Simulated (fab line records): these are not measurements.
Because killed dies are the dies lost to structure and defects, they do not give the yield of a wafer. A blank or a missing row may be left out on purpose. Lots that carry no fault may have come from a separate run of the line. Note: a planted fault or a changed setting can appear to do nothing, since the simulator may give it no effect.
A lot that was struck, set against a sound lot + flow gf180mcu + 18 steps out of a route of 602
Sound: these wafers, L603.1, L603.4, L603.5. Struck: wafers L613.1, L613.3, L613.4. The cause is given at the end.
Order at every step that has rows: each side's tool, ch and its chambers, its first start. Under that, the readings that differ: sound wafers + struck wafers + difference of the means + sigmas: that difference in standard deviations of wafers without a fault.
alike: readings whose means differ by less than 2 such deviations, and words and numbers that are the same on both sides. not compared: withheld readings, readings that some wafer has no value for, bounds like >300 that may hide the same value, and numbers for which the record gives no deviation and whose values overlap.
Wherever a step has rows on one side only, a row that says differs or no value, or a row with sigmas, the two part there. Non-overlapping numbers with no deviation appear without sigmas and do not part them. A reading that every wafer of one side lacks parts them only if that side has two wafers or more.

first, 2 steps without rows for these wafers: GF_NSD_PEB_05; GF_NSD_DEVELOP_06 (develop time 60 s).
GF_NSD_CD_MEAS_07: the cd target is 400 nm.
  sound: cdSem-01 at day 13 23:20; struck: cdSem-01 at day 17 05:22
  alike: cdNm
GF_NSD_OVL_MEAS_08:
  sound: overlay-01 at day 13 23:28; struck: overlay-01 at day 17 05:29
  alike: NSD_OVL
then, 2 steps without rows for these wafers: GF_NSD_IMPLANT_09; GF_NSD_IMPLANT_10.
GF_NSD_STRIP_11: strips in O2/N2.
  sound on plasmaAsher-04 ch 0,1, day 13 23:48; struck on plasmaAsher-03 ch 0,1, day 17 05:50
  alike: drypumpMotorCurrentA, heaterPowerW, oesProductAu, platenTempC, stripTimeToEndpointS
  not compared: rfHoursCounterH
GF_NSD_TW_MEAS_12:
  sound: filmMetro-01 at day 13 23:54; struck: filmMetro-01 at day 17 05:56
  alike: NSD_TW
then, 4 steps without rows for these wafers: GF_PSD_DEHYDRATE_00 (time 60 s); GF_PSD_HMDS_01 (prime time 60 s); GF_PSD_COAT_02 (resist thk 1000 nm); GF_PSD_SOFTBAKE_03 (time 60 s).
GF_PSD_EXPOSE_04: exposes mask Pplus, target cd 400 nm.
  sound on ilineStepper-02 ch 0, day 14 10:32; struck on ilineStepper-02 ch 0, day 17 17:37
| reading           | sound                | struck               | difference | sigmas |
|-------------------|----------------------|----------------------|------------|--------|
| exposureDoseMJCm2 | 140.92 140.72 140.73 | 129.62 129.63 129.33 | -11.26     | -80    |
  alike: mask
after that, 1 step had no rows for these wafers: GF_PSD_PEB_05.
GF_PSD_DEVELOP_06: develop time 58.9 s.
  sound on lithoTrack-04 ch 0, day 14 20:37; struck on lithoTrack-03 ch 0, day 18 04:37
| reading             | sound             | struck            | difference | sigmas |
|---------------------|-------------------|-------------------|------------|--------|
| model.PSD.cdNm (nm) | 401.3 400.7 401.1 | 373.7 372.9 373.8 | -27.6      |        |
GF_PSD_CD_MEAS_07: the cd target is 400 nm.
  sound: cdSem-01 at day 14 20:46; struck: cdSem-01 at day 18 04:46
| reading   | sound             | struck            | difference | sigmas |
|-----------|-------------------|-------------------|------------|--------|
| cdNm (nm) | 401.6 400.6 400.9 | 373.8 372.8 373.9 | -27.5      | -12    |
GF_PSD_OVL_MEAS_08:
  sound: overlay-01 at day 14 20:53; struck: overlay-02 at day 18 04:53
  alike: PSD_OVL
GF_PASSIVATION_PROBE_99:
  sound wafers here have rows in the record (prober-02, day 29 21:37); struck ones have none

## WHERE THEY PART
First at GF_PSD_EXPOSE_04; last, within this record, at GF_PASSIVATION_PROBE_99.

WHY: the cause the simulator had injected
Drift in process parameters on ilineStepper-02 at GF_PSD_EXPOSE_04, starting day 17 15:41. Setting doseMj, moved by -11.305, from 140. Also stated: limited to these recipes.
